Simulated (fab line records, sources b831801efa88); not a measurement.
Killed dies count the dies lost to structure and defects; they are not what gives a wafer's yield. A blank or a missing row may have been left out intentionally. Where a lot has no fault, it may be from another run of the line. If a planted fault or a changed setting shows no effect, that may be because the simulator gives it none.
The same fault as seen by 2 desks -- flow gf180mcu -- each desk has only its own numbers; what lay behind them comes last

FROM THE METROLOGY DESK
Means of the sampled wafers that have a number, per lot and without regard to the tool the lot ran on: this is what the gauges read. If a lot's mean is further than 4 standard deviations from the usual mean, the lot is out of limits and carries the mark OUT (the distance appears in the brackets).
Columns: A = cd-nm at GF_M2_CD_MEAS_14, usual 279.7 nm
lot,first seen here,A
L806,day 19 08:24,280.6
L807,day 19 13:04,280.5
L810,day 20 18:16,280.5
L811,day 21 03:49,278.8
L812,day 21 19:36,279.9
L813,day 22 06:15,279.7
L814,day 22 14:21,279.0
L816,day 23 00:23,281.7
L819,day 24 08:10,278.2
L822,day 25 01:46,279.8
L823,day 25 07:06,278.1
L824,day 26 00:10,280.5
L826,day 26 06:54,279.7
L828,day 26 23:22,279.5
L829,day 27 00:17,279.7
This desk's verdict: no lot among the 15 shows anything out of limits.

THE TOOL OWNER'S DESK: implanter-04
The tool's own readings at GF_NWELL_IMPLANT_09, given as means over the sampled wafers that have a number, one for each lot that went through this tool. If a lot's mean is further than 4 standard deviations from the usual mean, the lot is out of limits and carries the mark OUT (the distance appears in the brackets).
Columns: A = beam-energy-keV at GF_NWELL_IMPLANT_09, usual 160.00
lot,first seen here,A
L807,day 3 14:11,159.97
L811,day 4 10:44,159.90
L814,day 5 04:35,160.06
L819,day 6 06:56,185.42 (+99 or more) OUT
L822,day 6 23:38,185.42 (+99 or more) OUT
L823,day 7 04:50,185.37 (+99 or more) OUT
This desk finds L819, L822, L823 out of limits, L819 being first, at day 6 06:56 (beam-energy-keV at GF_NWELL_IMPLANT_09). L807, L811, L814 stayed within limits.

BROUGHT TOGETHER
The tool owner's desk could have raised an alarm at day 6 06:56, on L819, L822, L823.
Metrology desk: nothing out of limits seen.
The metrology desk has L819, L822, L823 on record, within its limits.
Of the lots named, all ran GF_NWELL_IMPLANT_09 on implanter-04.

WHAT WAS PUT IN BY THE SIMULATOR
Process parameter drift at GF_NWELL_IMPLANT_09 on implanter-04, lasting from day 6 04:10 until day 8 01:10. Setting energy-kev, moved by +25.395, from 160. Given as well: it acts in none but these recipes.
Struck lots among those shown: L819, L822, L823.
Hours from the fault's start to each desk's first reading out of limits: the tool owner's desk, 3.
